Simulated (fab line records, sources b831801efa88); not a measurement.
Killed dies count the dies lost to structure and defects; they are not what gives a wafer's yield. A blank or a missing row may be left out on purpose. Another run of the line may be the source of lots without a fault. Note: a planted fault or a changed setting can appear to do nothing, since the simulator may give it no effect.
Problem report, 8D (eight disciplines) form, completed by code :: flow sky130 :: the parts of the form that need people (team, actions taken, sign-off) are left out

## 1. THE ISSUE
sort_bin_3_pad_short at SKY_PAD_OPEN_PROBE_99 reads a mean of 3.9 % on 2 wafers of 2 lots; wafers without a fault read 0.8 % with a standard deviation of 0.43. Relative to the usual mean, that is a shift of +7.2 standard deviations.
The first sign was on wafer L730.3 at day 50 19:39, on prober-01. Wafers with a number at this step in the record: 21, from 7 lots. Rule for "out" (also "out of limits"): further than 4 standard deviations from the usual mean. All remaining wafers that have a number are taken as sound.

## 2. WHAT IT IS AND WHAT IT IS NOT
question: which readings at this step
is: sort_bin_3_pad_short, killed_at_M0_to_M3
is not: killed_at_M4_up, killed-at-contacts, killed-at-front-end, killed-at-other, killed-open, killed-short, sort_bin_6_memory

question: which lots
is: L730, L732
is not: L717, L718, L719, L720, L727

question: which wafers of those lots
is: L730.3, L732.4
is not: L730.4, L730.5, L732.1, L732.2

question: read on which tools
is: prober-01, prober-02
is not: -

question: when
is: from day 50 19:39
is not: up to then (15 sound wafers); but 4 sound wafers of L730, L732 came after

## 3. THE SUSPECTS, EACH WITH WHAT RULES IT OUT
Counting: a tool at a process step up to the reading stays a suspect if it ran every lot that is out. Sound lots after the first of them don't rule it out here, since some wafers of a struck lot are sound.
- rie-diel-02 at SKY_METAL3_ETCH_17 (etches SiO2 in C4F8/O2/Ar, stops on TiN, time 3.9 s, target depth 15 nm): kept. Every lot that is out went through it, the first being L730 (day 44 14:55); the last sound lot it ran before that was L727 (day 43 15:34).
- pvd-sputter-01 at SKY_METAL4_SPUTTER_01 (material TiN, target thk 20 nm, time 16.7 s): kept. Every lot that is out went through it, the first being L730 (day 45 15:56); the last sound lot it ran before that was L718 (day 42 05:22).
- pvd-sputter-01 at SKY_METAL4_SPUTTER_04 (material TiN, target thk 70 nm, time 58.3 s): kept. Every lot that is out went through it, the first being L730 (day 45 16:02); the last sound lot it ran before that was L718 (day 42 05:27).
- In rie-diel-02 at SKY_METAL3_ETCH_17, the wafers that are out were processed in chamber 0 and their sound lot-mates in chambers 1, 2, 3.
Left after counting: rie-diel-02 at SKY_METAL3_ETCH_17, pvd-sputter-01 at SKY_METAL4_SPUTTER_01, pvd-sputter-01 at SKY_METAL4_SPUTTER_04.

## 4. THE CAUSE (what the simulator had put in)
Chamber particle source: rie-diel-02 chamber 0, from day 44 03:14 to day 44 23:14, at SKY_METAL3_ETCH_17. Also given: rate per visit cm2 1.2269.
Of the 3 suspects that counting leaves, this tool is one.

## 5. THE EFFECT CHAIN, in route order
Each row: a reading where the mean over the struck wafers with a number is more than 3 standard deviations away from the usual. Readings are gone through only where the record gives a usual standard deviation; hours: the median, over the lots, of the time from a lot's start at the first step in this table giving one to that lot's start at this step; sigmas: the change measured in usual standard deviations.
hours: 0
step: SKY_PAD_OPEN_PROBE_99
reading: defect-limited-yield
usual: 82.3 %
on struck wafers: 73.5
change: -8.8
sigmas: -4.0

hours: 0
step: SKY_PAD_OPEN_PROBE_99
reading: killed_at_M0_to_M3
usual: 43
on struck wafers: 92
change: +50
sigmas: +6.8

hours: 0
step: SKY_PAD_OPEN_PROBE_99
reading: killed-dies
usual: 87
on struck wafers: 130
change: +44
sigmas: +4.0

hours: 0
step: SKY_PAD_OPEN_PROBE_99
reading: sort_bin_3_pad_short
usual: 0.8 %
on struck wafers: 3.9
change: +3.1
sigmas: +7.2

hours: 0
step: SKY_PAD_OPEN_PROBE_99
reading: sort_bin_5_function
usual: 10.5 %
on struck wafers: 16.6
change: +6.1
sigmas: +3.8

hours: 0
step: SKY_PAD_OPEN_PROBE_99
reading: sort-n-pass
usual: 405
on struck wafers: 362
change: -44
sigmas: -4.0

hours: 0
step: SKY_PAD_OPEN_PROBE_99
reading: sort-yield-pct
usual: 82.3 %
on struck wafers: 73.5
change: -8.8
sigmas: -4.0
Here are the process steps it includes:
- SKY_PAD_OPEN_PROBE_99

## 6. WHAT WOULD HAVE CAUGHT IT SOONER
In this record the first reading out of limits was taken at day 50 19:39, 160 hours after the fault began at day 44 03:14.
Tool readings at SKY_METAL3_ETCH_17 with a usual standard deviation given in the record: none out on any struck wafer, hence no alarm at a limit of 4 standard deviations on them.
Lots out: 2; all had begun SKY_METAL3_ETCH_17 on rie-diel-02 by day 50 19:39. Holding the tool at that point would not have protected any of them.
